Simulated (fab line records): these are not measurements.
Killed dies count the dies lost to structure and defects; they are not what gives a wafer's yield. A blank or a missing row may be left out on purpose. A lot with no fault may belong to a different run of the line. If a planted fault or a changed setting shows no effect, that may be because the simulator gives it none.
Which tool did it? || flow sky130 || 11 lots, 31 wafers sampled, at 3 steps of a route of 708

== WHAT THE GAUGES SHOWED, per wafer ==
SKY_NWELL_RS_MEAS_29: uses a four-point probe to measure.
{"lot": "L398", "measured": "day 5 06:05", "on": "film_metro-04", "NWELL_RS (ohm/sq)": "625.9 626.6 627.1"}
{"lot": "L399", "measured": "day 5 11:58", "on": "film_metro-04", "NWELL_RS (ohm/sq)": "624.0 624.4 624.2"}
{"lot": "L403", "measured": "day 6 13:16", "on": "film_metro-04", "NWELL_RS (ohm/sq)": "626.7 626.6 627.1"}
{"lot": "L405", "measured": "day 6 23:02", "on": "film_metro-04", "NWELL_RS (ohm/sq)": "685.4 624.0 622.9 685.5 623.5 623.6"}
{"lot": "L408", "measured": "day 7 19:26", "on": "film_metro-02", "NWELL_RS (ohm/sq)": "687.9 626.7 687.1 625.9"}
{"lot": "L410", "measured": "day 8 03:46", "on": "film_metro-04", "NWELL_RS (ohm/sq)": "687.5 623.4 686.4 624.0"}
{"lot": "L412", "measured": "day 8 16:13", "on": "film_metro-02", "NWELL_RS (ohm/sq)": "627.3 625.4 627.2"}
{"lot": "L413", "measured": "day 8 23:25", "on": "film_metro-02", "NWELL_RS (ohm/sq)": "626.0 625.1 627.1"}
{"lot": "L419", "measured": "day 10 10:01", "on": "film_metro-02", "NWELL_RS (ohm/sq)": "625.6 625.1 624.0"}
{"lot": "L420", "measured": "day 10 14:55", "on": "film_metro-04", "NWELL_RS (ohm/sq)": "622.2 622.9 625.1"}
{"lot": "L421", "measured": "day 10 19:14", "on": "film_metro-02", "NWELL_RS (ohm/sq)": "627.6 628.5 627.6"}

== WHAT TOOL EACH LOT RAN ON (gives the tool, then ch and the chambers of the sampled wafers, and finally the start) ==
{"lot": "L398", "SKY_NWELL_IMPLANT_11": "implanter-04 ch 0, day 4 12:29", "SKY_NWELL_STRIP_14": "plasma_asher-01 ch 0,1, day 4 12:55"}
{"lot": "L399", "SKY_NWELL_IMPLANT_11": "implanter-01 ch 0, day 4 17:50", "SKY_NWELL_STRIP_14": "plasma_asher-01 ch 0,1, day 4 18:17"}
{"lot": "L403", "SKY_NWELL_IMPLANT_11": "implanter-01 ch 0, day 5 17:38", "SKY_NWELL_STRIP_14": "plasma_asher-01 ch 0,1, day 5 18:05"}
{"lot": "L405", "SKY_NWELL_IMPLANT_11": "implanter-04 ch 0, day 6 03:16", "SKY_NWELL_STRIP_14": "plasma_asher-04 ch 0,1, day 6 03:41"}
{"lot": "L408", "SKY_NWELL_IMPLANT_11": "implanter-04 ch 0, day 6 23:35", "SKY_NWELL_STRIP_14": "plasma_asher-04 ch 0,1, day 7 00:00"}
{"lot": "L410", "SKY_NWELL_IMPLANT_11": "implanter-04 ch 0, day 7 08:11", "SKY_NWELL_STRIP_14": "plasma_asher-04 ch 1, day 7 08:37"}
{"lot": "L412", "SKY_NWELL_IMPLANT_11": "implanter-03 ch 0, day 7 19:41", "SKY_NWELL_STRIP_14": "plasma_asher-03 ch 0,1, day 7 20:08"}
{"lot": "L413", "SKY_NWELL_IMPLANT_11": "implanter-01 ch 0, day 8 03:16", "SKY_NWELL_STRIP_14": "plasma_asher-01 ch 0,1, day 8 03:43"}
{"lot": "L419", "SKY_NWELL_IMPLANT_11": "implanter-01 ch 0, day 9 12:11", "SKY_NWELL_STRIP_14": "plasma_asher-01 ch 0,1, day 9 12:38"}
{"lot": "L420", "SKY_NWELL_IMPLANT_11": "implanter-03 ch 0, day 9 17:36", "SKY_NWELL_STRIP_14": "plasma_asher-04 ch 0,1, day 9 18:03"}
{"lot": "L421", "SKY_NWELL_IMPLANT_11": "implanter-04 ch 0, day 9 20:32", "SKY_NWELL_STRIP_14": "plasma_asher-04 ch 0,1, day 9 20:58"}
- SKY_NWELL_IMPLANT_11
- SKY_NWELL_STRIP_14: strips in O2/N2.

== THE ANSWER, worked out from the rows above alone ==
Rule: what is usual is taken from the lots themselves. The widest of any qualifying gaps counts: lots, ordered by their means at a reading, are off when they make up no more than a third of the lots, leave a main group of 4 or more, and stand apart from it by 3 or more times the standard deviation of that group's means. Not used: any main group whose means are identical at the precision the tables above print for the reading. Also off: a lot with no number at a reading for which 4 or more lots have one. Where the step has rows for the other lots, those lots are counted as sound.
Off: L405, L408, L410, at SKY_NWELL_RS_MEAS_29 (NWELL_RS). Mean 625.8 ohm/sq and standard deviation 1.4 in the main group.
If a tool, at a process step before that reading, ran all the lots that are off and no sound lot after the first of them, it fits. Those tools and the gauges at SKY_NWELL_RS_MEAS_29 are tried in the same way. Not one of the candidates tried fits.

== WHAT WAS PUT IN BY THE SIMULATOR ==
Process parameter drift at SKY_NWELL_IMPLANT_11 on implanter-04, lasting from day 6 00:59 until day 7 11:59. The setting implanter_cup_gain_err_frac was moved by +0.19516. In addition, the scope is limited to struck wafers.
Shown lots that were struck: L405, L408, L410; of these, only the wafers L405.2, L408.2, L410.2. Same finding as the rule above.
